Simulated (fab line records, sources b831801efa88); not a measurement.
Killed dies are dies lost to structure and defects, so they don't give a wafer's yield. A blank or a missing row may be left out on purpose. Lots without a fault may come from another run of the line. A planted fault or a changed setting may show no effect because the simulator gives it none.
fab line records | flow gf180mcu
record lots=5 wafers=15 last_day=34
route steps=602 shown V1@358 M2@362 V2@382
lots that met no fault: from a run of the same line without faults
start_h: hours from the record's first day to the start of the lot's first wafer shown | wait_h: hours since the lot's step before | " the same as in the row above | L1.1+2: a row that stands for several wafers | - no value, or no start given | * or withheld: withheld | < > ~ a bound
route shown NAME@n: a module of which the file shows steps, and the number in the route of the first | usual: mean/standard deviation of fault-free wafers | same: alike in all rows | chamber/n: place in a boat | sites: the reading at each site | _std_site: their standard deviation | _edge_site: outer sites' mean less inner sites' | radius_mm: how far each site lies from the wafer's centre | mask NAME#n: copy n | behind: the tool/chamber that last shaped the wafer | hold: why the lot was held/for how many hours/how that ended | device: the transistor (n, p or np) that didn't switch | end of line: the same wafers' tests at the end of the route | a step without rows: its recipe alone | killed: dies lost to structure and defects at the first sort, not the wafer's yield | map: a wafer's dies, x killed, . not, _ none there
set.NAME: the setting as run; set.NAME@STEP: as run at that earlier step | model.NAME: the simulator's own value behind a step, which no gauge read
lots at some steps of the route; a table a step, a row a wafer
services: from which hour (start_h, from the record's first day; less than 0 if before it) a tool's chamber was out of use, for how many hours, and why
## steps
# step GF_V1_CVD_23
# recipe material=W target_thk_nm=350 time_s=105.05 temp_c=400 pressure_torr=40
# usual chamber_pressure_Torr=40.01/0.1 heater_power_w=869/31
# columns lot.wafer tool chamber start_h wait_h chamber_pressure_Torr heater_power_w
L083.2 cvd_w-01 1 504.30 0.1 40.05 880
L083.5 " 1 " " 40.22 846
L083.6 " 1 " " 40.02 841
L084.1 cvd_w-02 0 509.71 0.0 40.01 897
L084.2 " 1 " " 39.87 913
L084.6 " 0 " " 40.00 881
L092.2 cvd_w-01 1 581.58 0.0 40.01 867
L092.3 " 0 " " 40.23 810
L092.4 " 1 " " 40.00 862
L093.4 cvd_w-01 0 585.61 0.1 39.98 829
L093.5 " 0 " " 39.91 852
L093.6 " 1 " " 39.92 852
L096.2 cvd_w-01 1 592.18 0.0 40.03 828
L096.3 " 0 " " 40.07 816
L096.4 " 1 " " 39.89 865
# step GF_V1_RS_MEAS_24
# recipe thk_meas_gauge=four-point-probe reads=W_of_V1_CVD_23+TiN_of_V1_SPUTTER_22+Ti_of_V1_SPUTTER_21
# usual V1_W_RS=0.3280/0.0029
# columns lot.wafer tool chamber start_h wait_h V1_W_RS[ohm/sq]
L083.2 film_metro-04 - 504.51 0.2 0.3270
L083.5 " - " " 0.3254
L083.6 " - " " 0.3307
L084.1 film_metro-02 - 509.82 0.1 0.3252
L084.2 " - " " 0.3284
L084.6 " - " " 0.3293
L092.2 film_metro-02 - 581.71 0.1 0.3325
L092.3 " - " " 0.3370
L092.4 " - " " 0.3310
L093.4 film_metro-02 - 585.75 0.1 0.3335
L093.5 " - " " 0.3304
L093.6 " - " " 0.3323
L096.2 film_metro-01 - 592.31 0.1 0.3249
L096.3 " - " " 0.3290
L096.4 " - " " 0.3273
# step GF_V1_THK_MEAS_25
# recipe thk_meas_gauge=xrf reads=W_of_V1_CVD_23
# usual V1_W_THK=345/3.6
# columns lot.wafer tool chamber start_h wait_h V1_W_THK[nm]
L083.2 film_metro-04 - 504.62 0.1 351
L083.5 " - " " 350
L083.6 " - " " 344
L084.1 film_metro-02 - 509.94 0.1 346
L084.2 " - " " 343
L084.6 " - " " 341
L092.2 film_metro-02 - 581.82 0.1 338
L092.3 " - " " 335
L092.4 " - " " 340
L093.4 film_metro-02 - 585.84 0.1 340
L093.5 " - " " 343
L093.6 " - " " 342
L096.2 film_metro-01 - 592.42 0.1 348
L096.3 " - " " 345
L096.4 " - " " 348
# step GF_V1_CMP_26
# recipe stop_on=SiO2 down_force_psi=3.5 platen_rpm=60 t_overpolish_s=15 target_thk_nm=0 pad_velocity_m_s=0.94248
# usual motor_current_A=11.2/0.62 overpolish_run_s=15.002/0.0086 platen_rpm=59.99/0.044 time_to_endpoint_s=85.8/2.8
# columns lot.wafer tool chamber start_h wait_h motor_current_A overpolish_run_s platen_rpm time_to_endpoint_s
L083.2 cmp-01 1 504.82 0.2 11.4 15.020 60.10 85.4
L083.5 " 2 " " 11.7 14.990 60.04 79.8
L083.6 " 3 " " 10.9 14.989 60.07 83.0
L084.1 cmp-02 2 510.05 0.1 10.8 15.007 60.02 89.1
L084.2 " 0 " " 12.1 14.990 59.98 82.1
L084.6 " 1 " " 11.2 15.007 60.03 86.0
L092.4 cmp-01 1 581.87 0.0 11.0 15.003 59.95 87.0
L092.2 " 2 " " 11.6 15.013 59.96 85.2
L092.3 " 0 " " 11.1 15.014 60.04 85.8
L093.4 cmp-02 2 585.97 0.1 11.5 15.003 60.08 89.1
L093.5 " 0 " " 12.6 14.999 59.95 84.2
L093.6 " 1 " " 11.0 14.991 59.93 86.5
L096.2 cmp-02 0 592.47 0.0 12.3 15.004 60.03 84.2
L096.3 " 2 " " 10.8 14.995 60.03 83.1
L096.4 " 3 " " 10.8 15.006 60.04 84.2
# step GF_M2_SPUTTER_00
# recipe material=Ti target_thk_nm=37.5 arriving_ion_energy_ev=80 substrate_temp_c=200 chamber_pressure_pa=2 power_w=4000 time_s=150
# usual chamber_pressure_pa=1.999/0.004 throttle_valve_pct=30.1/1.1
# columns lot.wafer tool chamber start_h wait_h chamber_pressure_pa throttle_valve_pct
L083.2 pvd_sputter-03 - 504.97 0.1 1.997 28.8
L083.5 " - " " 2.002 28.5
L083.6 " - " " 1.993 28.4
L084.1 pvd_sputter-02 - 510.30 0.2 2.004 32.4
L084.2 " - " " 1.999 30.2
L084.6 " - " " 2.005 31.2
L092.2 pvd_sputter-03 - 582.17 0.2 2.007 28.2
L092.3 " - " " 2.002 28.9
L092.4 " - " " 2.001 28.2
L093.4 pvd_sputter-04 - 586.22 0.2 2.003 29.7
L093.5 " - " " 2.004 30.1
L093.6 " - " " 2.001 30.9
L096.2 pvd_sputter-04 - 592.77 0.2 1.999 29.8
L096.3 " - " " 1.997 30.2
L096.4 " - " " 1.997 30.9
# step GF_M2_SPUTTER_01
# recipe material=TiN target_thk_nm=30 power_w=6500 time_s=25 chamber_pressure_pa=0.4
# usual chamber_pressure_pa=0.3999/0.00081 throttle_valve_pct=30.0/1.1
# columns lot.wafer tool chamber start_h wait_h chamber_pressure_pa throttle_valve_pct
L083.2 pvd_sputter-03 - 505.07 0.1 0.4011 28.7
L083.5 " - " " 0.3999 28.5
L083.6 " - " " 0.4007 28.8
L084.1 pvd_sputter-02 - 510.40 0.1 0.3992 32.2
L084.2 " - " " 0.4010 29.9
L084.6 " - " " 0.3993 31.0
L092.2 pvd_sputter-03 - 582.27 0.1 0.3994 28.2
L092.3 " - " " 0.4004 28.4
L092.4 " - " " 0.3996 28.5
L093.4 pvd_sputter-04 - 586.28 0.0 0.3998 29.7
L093.5 " - " " 0.4014 30.2
L093.6 " - " " 0.3996 30.8
L096.2 pvd_sputter-04 - 592.87 0.1 0.4005 30.1
L096.3 " - " " 0.3996 30.0
L096.4 " - " " 0.4000 30.5
# step GF_M2_SPUTTER_02
# recipe material=AlCu target_thk_nm=450 power_w=10600 time_s=23.9 chamber_pressure_pa=0.4
# usual chamber_pressure_pa=0.4001/0.00076 throttle_valve_pct=30.1/1.1
# columns lot.wafer tool chamber start_h wait_h chamber_pressure_pa throttle_valve_pct
L083.2 pvd_sputter-03 - 505.10 0.0 0.3995 28.5
L083.5 " - " " 0.3997 28.3
L083.6 " - " " 0.3999 28.8
L084.1 pvd_sputter-02 - 510.43 0.0 0.4001 32.3
L084.2 " - " " 0.4018 30.2
L084.6 " - " " 0.4006 31.3
L092.2 pvd_sputter-03 - 582.30 0.0 0.4004 28.4
L092.3 " - " " 0.4006 28.6
L092.4 " - " " 0.3994 28.4
L093.4 pvd_sputter-04 - 586.31 0.0 0.4005 29.7
L093.5 " - " " 0.4020 30.5
L093.6 " - " " 0.4012 30.6
L096.2 pvd_sputter-04 - 592.90 0.0 0.4009 30.0
L096.3 " - " " 0.3994 30.1
L096.4 " - " " 0.4006 31.0
# step GF_M2_SPUTTER_03
# recipe material=Ti target_thk_nm=10 substrate_temp_c=300 chamber_pressure_pa=0.3 power_w=3000 time_s=6.7
# usual chamber_pressure_pa=0.3000/0.0006 throttle_valve_pct=30.1/1.1
# columns lot.wafer tool chamber start_h wait_h chamber_pressure_pa throttle_valve_pct
L083.2 pvd_sputter-03 - 505.13 0.0 0.3003 28.7
L083.5 " - " " 0.3003 28.5
L083.6 " - " " 0.3003 28.6
L084.1 pvd_sputter-02 - 510.46 0.0 0.2997 32.3
L084.2 " - " " 0.2992 30.0
L084.6 " - " " 0.2999 31.2
L092.2 pvd_sputter-03 - 582.33 0.0 0.3003 28.3
L092.3 " - " " 0.2995 28.8
L092.4 " - " " 0.2999 28.3
L093.4 pvd_sputter-04 - 586.34 0.0 0.2996 29.8
L093.5 " - " " 0.2999 30.2
L093.6 " - " " 0.3010 30.7
L096.2 pvd_sputter-04 - 592.93 0.0 0.3008 29.9
L096.3 " - " " 0.3003 30.1
L096.4 " - " " 0.3005 30.6
# step GF_M2_SPUTTER_04
# recipe material=TiN target_thk_nm=50 power_w=6500 time_s=41.7 chamber_pressure_pa=0.4
# usual chamber_pressure_pa=0.4000/0.00084 throttle_valve_pct=30.1/1.1
# columns lot.wafer tool chamber start_h wait_h chamber_pressure_pa throttle_valve_pct
L083.2 pvd_sputter-03 - 505.15 0.0 0.4003 28.8
L083.5 " - " " 0.3999 28.1
L083.6 " - " " 0.4001 28.6
L084.1 pvd_sputter-02 - 510.48 0.0 0.3993 32.4
L084.2 " - " " 0.4012 30.2
L084.6 " - " " 0.4003 31.1
L092.2 pvd_sputter-03 - 582.35 0.0 0.4001 28.1
L092.3 " - " " 0.3990 28.6
L092.4 " - " " 0.3993 28.4
L093.4 pvd_sputter-04 - 586.37 0.0 0.3993 29.7
L093.5 " - " " 0.3994 30.2
L093.6 " - " " 0.4003 30.5
L096.2 pvd_sputter-04 - 592.95 0.0 0.3990 29.9
L096.3 " - " " 0.3994 30.2
L096.4 " - " " 0.3993 30.6
# step GF_M2_RS_MEAS_05
# recipe thk_meas_gauge=four-point-probe reads=TiN_of_M2_SPUTTER_04+Ti_of_M2_SPUTTER_03+AlCu_of_M2_SPUTTER_02+TiN_of_M2_SPUTTER_01+Ti_of_M2_SPUTTER_00
# usual M2_ALCU_RS=0.0696/0.00068
# columns lot.wafer tool chamber start_h wait_h M2_ALCU_RS[ohm/sq]
L083.2 film_metro-02 - 505.27 0.1 0.0687
L083.5 " - " " 0.0687
L083.6 " - " " 0.0685
L084.1 film_metro-02 - 510.52 0.0 0.0695
L084.2 " - " " 0.0691
L084.6 " - " " 0.0703
L092.2 film_metro-03 - 582.41 0.0 0.0701
L092.3 " - " " 0.0711
L092.4 " - " " 0.0705
L093.4 film_metro-02 - 586.45 0.1 0.0695
L093.5 " - " " 0.0692
L093.6 " - " " 0.0689
L096.2 film_metro-02 - 593.01 0.0 0.0701
L096.3 " - " " 0.0697
L096.4 " - " " 0.0701
# step GF_M2_THK_MEAS_06
# recipe thk_meas_gauge=xrf reads=AlCu_of_M2_SPUTTER_02
# usual M2_ALCU_THK=452/4.4
# columns lot.wafer tool chamber start_h wait_h M2_ALCU_THK[nm]
L083.2 film_metro-02 - 505.38 0.1 457
L083.5 " - " " 455
L083.6 " - " " 459
L084.1 film_metro-02 - 510.64 0.1 451
L084.2 " - " " 453
L084.6 " - " " 448
L092.2 film_metro-03 - 582.52 0.1 446
L092.3 " - " " 442
L092.4 " - " " 444
L093.4 film_metro-02 - 586.54 0.1 453
L093.5 " - " " 453
L093.6 " - " " 458
L096.2 film_metro-02 - 593.12 0.1 449
L096.3 " - " " 451
L096.4 " - " " 448
# step GF_M2_DEHYDRATE_07
# recipe temp_c=200 time_s=60
# usual resist_line_temp_C=22.96/0.11
# columns lot.wafer tool chamber start_h wait_h resist_line_temp_C
L083.2 litho_track-02 0 515.74 10.3 22.86
L083.5 " 0 " " 22.97
L083.6 " 0 " " 22.80
L084.1 litho_track-02 0 521.31 10.7 22.92
L084.2 " 0 " " 22.88
L084.6 " 0 " " 22.84
L092.2 litho_track-04 0 590.97 8.4 23.09
L092.3 " 0 " " 23.05
L092.4 " 0 " " 22.99
L093.4 litho_track-01 0 595.67 9.1 22.99
L093.5 " 0 " " 22.93
L093.6 " 0 " " 22.86
L096.2 litho_track-02 0 604.58 11.5 22.85
L096.3 " 0 " " 22.94
L096.4 " 0 " " 22.86
# step GF_M2_HMDS_08
# recipe prime_time_s=60 prime_temp_c=120
# usual resist_line_temp_C=22.99/0.11
# columns lot.wafer tool chamber start_h wait_h resist_line_temp_C
L083.2 litho_track-02 0 515.89 0.1 22.93
L083.5 " 0 " " 22.86
L083.6 " 0 " " 22.94
L084.1 litho_track-02 0 521.46 0.1 23.12
L084.2 " 0 " " 23.14
L084.6 " 0 " " 23.08
L092.2 litho_track-04 0 591.12 0.1 22.98
L092.3 " 0 " " 23.00
L092.4 " 0 " " 23.07
L093.4 litho_track-01 0 595.82 0.1 22.87
L093.5 " 0 " " 22.96
L093.6 " 0 " " 22.78
L096.2 litho_track-02 0 604.73 0.1 23.03
L096.3 " 0 " " 22.85
L096.4 " 0 " " 22.80
# step GF_M2_COAT_09
# recipe resist=KrF spin_rpm=withheld resist_thk_nm=1000
# usual resist_line_temp_C=22.98/0.11
# columns lot.wafer tool chamber start_h wait_h resist_line_temp_C
L083.2 litho_track-02 0 516.04 0.1 23.03
L083.5 " 0 " " 22.99
L083.6 " 0 " " 23.08
L084.1 litho_track-02 0 521.61 0.1 23.07
L084.2 " 0 " " 22.95
L084.6 " 0 " " 23.01
L092.2 litho_track-04 0 591.27 0.1 22.89
L092.3 " 0 " " 22.85
L092.4 " 0 " " 22.96
L093.4 litho_track-01 0 595.97 0.1 22.99
L093.5 " 0 " " 22.89
L093.6 " 0 " " 22.90
L096.2 litho_track-02 0 604.88 0.1 22.88
L096.3 " 0 " " 22.82
L096.4 " 0 " " 23.01
# step GF_M2_SOFTBAKE_10
# recipe temp_c=130 time_s=60 resist=KrF
# usual resist_line_temp_C=22.99/0.087
# columns lot.wafer tool chamber start_h wait_h resist_line_temp_C
L083.2 litho_track-02 0 516.19 0.1 22.90
L083.5 " 0 " " 22.93
L083.6 " 0 " " 22.99
L084.1 litho_track-02 0 521.76 0.1 22.98
L084.2 " 0 " " 22.93
L084.6 " 0 " " 23.12
L092.2 litho_track-04 0 591.42 0.1 23.13
L092.3 " 0 " " 23.14
L092.4 " 0 " " 23.14
L093.4 litho_track-01 0 596.12 0.1 23.03
L093.5 " 0 " " 22.88
L093.6 " 0 " " 23.07
L096.2 litho_track-02 0 605.03 0.1 23.07
L096.3 " 0 " " 22.92
L096.4 " 0 " " 23.01
# step GF_M2_EXPOSE_11
# recipe mask_id=Metal2 target_cd_nm=280 na=0.68 source_shape=conventional sigma_outer=0.6 dose_mj=28
# usual reticle_temp_C=23.01/0.1
# columns lot.wafer tool chamber start_h wait_h mask reticle_temp_C
L083.2 krf_scanner-02 0 - - Metal2#0 23.18
L083.5 " 0 " " Metal2#0 23.10
L083.6 " 0 " " Metal2#0 23.18
L084.1 krf_scanner-01 0 - - Metal2#0 22.93
L084.2 " 0 " " Metal2#0 22.87
L084.6 " 0 " " Metal2#0 23.12
L092.2 krf_scanner-02 0 - - Metal2#0 23.04
L092.3 " 0 " " Metal2#0 22.95
L092.4 " 0 " " Metal2#0 22.86
L093.4 krf_scanner-02 0 - - Metal2#0 22.93
L093.5 " 0 " " Metal2#0 23.22
L093.6 " 0 " " Metal2#0 23.05
L096.2 krf_scanner-01 0 - - Metal2#0 23.05
L096.3 " 0 " " Metal2#0 22.98
L096.4 " 0 " " Metal2#0 22.93
# step GF_M2_PEB_12
# recipe peb_temp_c=135 peb_time_s=90 resist=KrF
# usual resist_line_temp_C=23.00/0.12
# columns lot.wafer tool chamber start_h wait_h resist_line_temp_C
L083.2 litho_track-02 0 - - 23.04
L083.5 " 0 " " 23.15
L083.6 " 0 " " 23.12
L084.1 litho_track-04 0 - - 23.26
L084.2 " 0 " " 23.18
L084.6 " 0 " " 22.97
L092.2 litho_track-01 0 - - 22.99
L092.3 " 0 " " 23.01
L092.4 " 0 " " 23.01
L093.4 litho_track-02 0 - - 22.91
L093.5 " 0 " " 22.92
L093.6 " 0 " " 22.95
L096.2 litho_track-04 0 - - 23.12
L096.3 " 0 " " 23.03
L096.4 " 0 " " 22.87
# step GF_M2_DEVELOP_13
# recipe develop_time_s=60 dev_temp_c=21
# usual developer_temp_C=20.99/0.11 resist_line_temp_C=22.98/0.11
# columns lot.wafer tool chamber start_h wait_h developer_temp_C resist_line_temp_C
L083.2 litho_track-02 0 527.84 0.2 20.85 23.03
L083.5 " 0 " " 20.92 23.00
L083.6 " 0 " " 20.83 23.08
L084.1 litho_track-04 0 533.15 0.2 20.96 23.02
L084.2 " 0 " " 20.86 23.01
L084.6 " 0 " " 20.84 22.96
L092.2 litho_track-01 0 602.97 0.2 20.99 22.88
L092.3 " 0 " " 21.03 22.88
L092.4 " 0 " " 21.12 22.89
L093.4 litho_track-02 0 607.33 0.1 21.08 22.95
L093.5 " 0 " " 20.99 23.00
L093.6 " 0 " " 21.10 23.04
L096.2 litho_track-04 0 613.82 0.2 20.96 22.93
L096.3 " 0 " " 20.88 23.04
L096.4 " 0 " " 21.02 22.93
# step GF_M2_CD_MEAS_14
# recipe target_cd_nm=280
# usual cd_nm=280.0/1.2
# columns lot.wafer tool chamber start_h wait_h cd_nm
L083.2 cd_sem-02 - 538.49 10.6 280.1
L083.5 " - " " 279.7
L083.6 " - " " 280.6
L084.1 cd_sem-02 - 540.27 7.1 279.3
L084.2 " - " " 278.2
L084.6 " - " " 278.8
L092.2 cd_sem-01 - 603.12 0.1 278.8
L092.3 " - " " 279.8
L092.4 " - " " 278.8
L093.4 cd_sem-02 - 607.47 0.1 281.6
L093.5 " - " " 280.5
L093.6 " - " " 280.2
L096.2 cd_sem-02 - 613.97 0.1 280.0
L096.3 " - " " 280.3
L096.4 " - " " 281.0
# step GF_M2_OVL_MEAS_15
# usual M2_OVL=0/5.3
# columns lot.wafer tool chamber start_h wait_h M2_OVL[nm]
L083.2 overlay-02 - 538.59 0.1 10
L083.5 " - " " -3
L083.6 " - " " 7
L084.1 overlay-02 - 540.39 0.1 -2
L084.2 " - " " 5
L084.6 " - " " -4
L092.2 overlay-02 - 603.22 0.1 1
L092.3 " - " " 3
L092.4 " - " " 1
L093.4 overlay-01 - 607.55 0.1 -12
L093.5 " - " " -9
L093.6 " - " " -11
L096.2 overlay-02 - 614.07 0.1 -2
L096.3 " - " " 7
L096.4 " - " " 3
# step GF_M2_METAL_ETCH_16
# recipe chemistry=Cl2/BCl3 mask_material=KrF target_depth_nm=750.8 stop_on=SiO2 pressure_mtorr=8 icp_w=800 bias_w=140 Cl2_flow_sccm=80 bcl3_flow_sccm=40 time_s=125.1
# usual bcl3_flow_sccm=39.99/0.13 drypump_motor_current_A=5.75/0.22 mfc_cl2_sccm=79.96/0.26 oes_product_au=0.992/0.0052 throttle_valve_pct=28.228/0.0091
# columns lot.wafer tool chamber start_h wait_h bcl3_flow_sccm drypump_motor_current_A mfc_cl2_sccm oes_product_au rf_hours_counter_h throttle_valve_pct
L083.2 rie_metal-03 1 538.62 0.0 39.88 6.23 80.04 0.989 4 28.230
L083.5 " 1 " " 39.77 6.22 80.01 0.989 - 28.215
L083.6 " 0 " " 40.18 5.83 80.02 0.998 - 28.225
L084.1 rie_metal-04 0 540.42 0.0 39.88 5.62 79.78 0.989 9 28.241
L084.2 " 1 " " 40.09 5.76 80.41 0.974 7 28.228
L084.6 " 0 " " 39.90 5.62 80.09 0.994 - 28.232
L092.2 rie_metal-04 1 603.25 0.0 40.05 5.75 79.98 0.993 9 28.235
L092.3 " 1 " " 40.13 5.74 79.62 0.989 - 28.237
L092.4 " 0 " " 39.89 5.64 79.85 0.987 - 28.211
L093.4 rie_metal-01 0 607.61 0.1 39.91 5.47 79.98 0.988 - 28.217
L093.5 " 1 " " 39.95 5.64 79.96 0.994 - 28.233
L093.6 " 0 " " 39.63 5.47 79.84 0.989 - 28.218
L096.2 rie_metal-04 0 614.10 0.0 39.85 5.62 80.24 0.989 12 28.219
L096.3 " 0 " " 40.09 5.63 80.65 0.988 - 28.218
L096.4 " 1 " " 39.88 5.77 79.53 0.990 - 28.235
# step GF_M2_STRIP_17
# recipe chemistry=O2/N2 power_w=1400 pressure_mtorr=1500 platen_temp_c=250 o2_flow_sccm=3000 n2_flow_sccm=300 overash_fraction=0.5
# usual drypump_motor_current_A=6.0/0.45 heater_power_w=334/45 oes_product_au=0.536/0.0048 strip_time_to_endpoint_s=7.37/0.032
# same overash_fraction=0.5
# columns lot.wafer tool chamber start_h wait_h drypump_motor_current_A heater_power_w oes_product_au rf_hours_counter_h strip_time_to_endpoint_s
L083.2 plasma_asher-01 0 538.75 0.1 6.4 331 0.539 87 7.37
L083.5 " 1 " " 6.1 304 0.540 - 7.37
L083.6 " 0 " " 6.4 326 0.536 - 7.31
L084.1 plasma_asher-02 0 540.55 0.1 6.4 421 0.544 45 7.38
L084.2 " 1 " " 5.4 367 0.529 45 7.35
L084.6 " 0 " " 6.5 414 0.528 - 7.33
L092.2 plasma_asher-04 1 603.38 0.1 5.8 268 0.531 14 7.37
L092.3 " 0 " " 5.1 400 0.534 - 7.40
L092.4 " 1 " " 5.8 267 0.541 - 7.40
L093.4 plasma_asher-02 1 607.73 0.1 5.4 380 0.541 - 7.42
L093.5 " 1 " " 5.4 376 0.541 - 7.43
L093.6 " 0 " " 6.4 410 0.538 - 7.40
L096.2 plasma_asher-01 0 614.27 0.1 6.4 325 0.537 96 7.36
L096.3 " 1 " " 6.1 302 0.544 - 7.37
L096.4 " 0 " " 6.4 327 0.530 - 7.39
# step GF_M2_STRIP_18
# recipe chemistry=post_etch_residue_remover time_s=1200 temp_c=72.5
# columns lot.wafer tool chamber start_h wait_h
L083.2+5+6 wet_bench-03 2 538.86 0.1
L084.1+2+6 wet_bench-02 0 540.65 0.1
L092.2+3+4 wet_bench-01 1 603.48 0.1
L093.4+5+6 wet_bench-02 3 607.79 0.0
L096.2+3+4 wet_bench-01 1 614.37 0.1
# step GF_M2_CLEAN_19
# recipe chemistry=DIW dry=n2_spin
# columns lot.wafer tool chamber start_h wait_h
L083.2+5+6 wet_bench-01 0 539.20 0.0
L084.1+2+6 wet_bench-03 3 540.99 0.0
L092.2+3+4 wet_bench-03 0 603.83 0.0
L093.4+5+6 wet_bench-03 3 608.14 0.0
L096.2+3+4 wet_bench-02 3 614.72 0.0
# step GF_V2_CVD_00
# recipe material=SiO2 target_thk_nm=600 sigma_open_frac=0.3 temp_c=400 time_s=100 sih4_flow_sccm=60 pressure_mtorr=6
# usual pressure_mtorr=5.999/0.012 sih4_flow_sccm=60.01/0.19
# columns lot.wafer tool chamber start_h wait_h pressure_mtorr sih4_flow_sccm
L083.2 hdpcvd-01 0 539.29 0.0 5.995 60.22
L083.5 " 0 " " 5.990 60.25
L083.6 " 1 " " 6.011 59.99
L084.1 hdpcvd-01 0 541.09 0.0 6.017 59.95
L084.2 " 1 " " 6.020 59.93
L084.6 " 0 " " 6.001 60.11
L092.2 hdpcvd-02 2 603.93 0.0 5.994 59.84
L092.3 " 1 " " 6.007 59.92
L092.4 " 0 " " 6.017 60.45
L093.4 hdpcvd-02 1 608.26 0.0 6.012 60.03
L093.5 " 2 " " 6.009 60.15
L093.6 " 0 " " 5.986 60.19
L096.2 hdpcvd-01 2 614.81 0.0 6.001 60.02
L096.3 " 0 " " 6.016 60.34
L096.4 " 2 " " 6.000 60.20
# step GF_V2_THK_MEAS_01
# recipe reads=SiO2_of_V2_CVD_00
# usual V2_CVD_00_THK=599/5.1
# columns lot.wafer tool chamber start_h wait_h V2_CVD_00_THK[nm]
L083.2 film_metro-04 - 539.37 0.0 604
L083.5 " - " " 602
L083.6 " - " " 609
L084.1 film_metro-04 - 541.16 0.0 598
L084.2 " - " " 595
L084.6 " - " " 594
L092.2 film_metro-04 - 604.01 0.0 606
L092.3 " - " " 601
L092.4 " - " " 593
L093.4 film_metro-03 - 608.33 0.0 602
L093.5 " - " " 598
L093.6 " - " " 593
L096.2 film_metro-01 - 614.89 0.0 597
L096.3 " - " " 595
L096.4 " - " " 596
# step GF_V2_CVD_02
# recipe material=SiO2 target_thk_nm=850 precursor=TEOS temp_c=400 time_s=94.851 rf_w=600
# usual heater_power_w=677/78
# columns lot.wafer tool chamber start_h wait_h heater_power_w
L083.2 pecvd-03 0 539.42 0.0 638
L083.5 " 2 " " 765
L083.6 " 1 " " 730
L084.1 pecvd-02 2 541.22 0.1 728
L084.2 " 1 " " 702
L084.6 " 0 " " 598
L092.2 pecvd-03 2 604.06 0.0 730
L092.3 " 1 " " 611
L092.4 " 1 " " 690
L093.4 pecvd-02 1 608.39 0.1 703
L093.5 " 2 " " 804
L093.6 " 0 " " 627
L096.2 pecvd-03 0 614.94 0.0 699
L096.3 " 2 " " 752
L096.4 " 2 " " 810
# step GF_V2_THK_MEAS_03
# recipe reads=SiO2_of_V2_CVD_02
# usual V2_CVD_02_THK=850/9.7
# columns lot.wafer tool chamber start_h wait_h V2_CVD_02_THK[nm]
L083.2 film_metro-01 - 539.50 0.0 835
L083.5 " - " " 850
L083.6 " - " " 857
L084.1 film_metro-04 - 541.29 0.0 849
L084.2 " - " " 857
L084.6 " - " " 864
L092.2 film_metro-01 - 604.14 0.0 848
L092.3 " - " " 843
L092.4 " - " " 849
L093.4 film_metro-01 - 608.46 0.0 850
L093.5 " - " " 850
L093.6 " - " " 843
L096.2 film_metro-04 - 615.02 0.0 846
L096.3 " - " " 845
L096.4 " - " " 852
# step GF_V2_CMP_04
# recipe material=SiO2 down_force_psi=4 platen_rpm=60 pad_velocity_m_s=0.94248
# usual motor_current_A=12.2/0.77 platen_rpm=60.00/0.043 time_to_endpoint_s=82/4.3
# columns lot.wafer tool chamber start_h wait_h motor_current_A platen_rpm time_to_endpoint_s
L083.2 cmp-02 0 539.89 0.4 14.1 60.03 77
L083.5 " 2 " " 11.4 60.01 84
L083.6 " 3 " " 11.9 59.93 87
L084.1 cmp-02 3 541.40 0.1 12.3 59.95 81
L084.2 " 1 " " 12.2 59.98 85
L084.6 " 3 " " 11.9 59.98 86
L092.2 cmp-02 3 604.19 0.0 11.3 60.06 80
L092.3 " 0 " " 14.0 59.96 80
L092.4 " 1 " " 12.0 59.97 81
L093.4 cmp-01 3 608.65 0.2 10.9 60.02 88
L093.6 " 3 " " 11.8 60.02 80
L093.5 " 0 " " 11.4 59.96 82
L096.4 cmp-02 1 615.12 0.1 12.0 60.05 81
L096.2 " 2 " " 12.1 60.07 80
L096.3 " 3 " " 11.4 59.99 79
# step GF_V2_BOW_MEAS_05
# recipe mode=bow
# usual V2_BOW=99/9.8
# columns lot.wafer tool chamber start_h wait_h V2_BOW[um]
L083.2 film_metro-03 - 540.11 0.2 101
L083.5 " - " " 99
L083.6 " - " " 100
L084.1 film_metro-04 - 541.65 0.2 103
L084.2 " - " " 87
L084.6 " - " " 106
L092.2 film_metro-01 - 604.51 0.3 116
L092.3 " - " " 98
L092.4 " - " " 127
L093.4 film_metro-01 - 609.01 0.3 104
L093.5 " - " " 106
L093.6 " - " " 104
L096.2 film_metro-01 - 615.39 0.2 90
L096.3 " - " " 98
L096.4 " - " " 110
# step GF_V2_DEHYDRATE_06
# recipe temp_c=200 time_s=60
# usual resist_line_temp_C=23.02/0.12
# columns lot.wafer tool chamber start_h wait_h resist_line_temp_C
L083.2 litho_track-02 0 546.38 6.3 22.84
L083.5 " 0 " " 23.00
L083.6 " 0 " " 23.19
L084.1 litho_track-03 0 549.36 7.7 22.89
L084.2 " 0 " " 22.99
L084.6 " 0 " " 22.78
L092.2 litho_track-02 0 613.03 8.5 23.36
L092.3 " 0 " " 23.08
L092.4 " 0 " " 23.15
L093.4 litho_track-01 0 617.77 8.7 23.26
L093.5 " 0 " " 22.94
L093.6 " 0 " " 23.16
L096.2 litho_track-03 0 626.58 11.2 23.26
L096.3 " 0 " " 23.16
L096.4 " 0 " " 23.26
# step GF_V2_HMDS_07
# recipe prime_time_s=60 prime_temp_c=120
# usual resist_line_temp_C=23.01/0.099
# columns lot.wafer tool chamber start_h wait_h resist_line_temp_C
L083.2 litho_track-02 0 546.53 0.1 22.92
L083.5 " 0 " " 23.04
L083.6 " 0 " " 22.91
L084.1 litho_track-03 0 549.51 0.1 23.14
L084.2 " 0 " " 23.05
L084.6 " 0 " " 23.17
L092.2 litho_track-02 0 613.18 0.1 22.98
L092.3 " 0 " " 22.91
L092.4 " 0 " " 23.01
L093.4 litho_track-01 0 617.92 0.1 23.00
L093.5 " 0 " " 23.08
L093.6 " 0 " " 23.01
L096.2 litho_track-03 0 626.73 0.1 23.11
L096.3 " 0 " " 23.01
L096.4 " 0 " " 23.09
## services
# columns tool chamber start_h hours kind
pvd_sputter-04 - 481.48 4.3 repair
cvd_w-01 - 482.39 14.6 pm
krf_scanner-02 - 485.99 1.0 pm
krf_scanner-01 - 490.36 1.0 pm
hdpcvd-01 1 492.92 5.5 repair
hdpcvd-02 - 494.96 0.2 repair
cvd_w-01 0 501.08 9.1 repair
cmp-02 - 508.31 0.2 repair
krf_scanner-01 - 508.68 1.3 pm
cvd_w-01 - 511.12 1.4 repair
cmp-02 - 518.56 4.8 pm
cmp-01 - 532.11 0.3 repair
cmp-01 - 534.36 5.0 pm
pvd_sputter-03 - 537.34 0.5 repair
krf_scanner-02 - 560.71 1.9 repair
pvd_sputter-04 - 562.72 5.7 repair
hdpcvd-01 - 565.11 0.3 repair
cmp-01 - 572.00 4.0 pm
cmp-02 - 577.85 0.8 repair
krf_scanner-02 - 580.48 1.3 pm
pecvd-03 - 582.74 2.7 repair
krf_scanner-02 - 617.17 0.8 pm
pecvd-03 2 619.94 4.1 repair
cmp-02 - 624.14 0.8 repair
## key
fault none
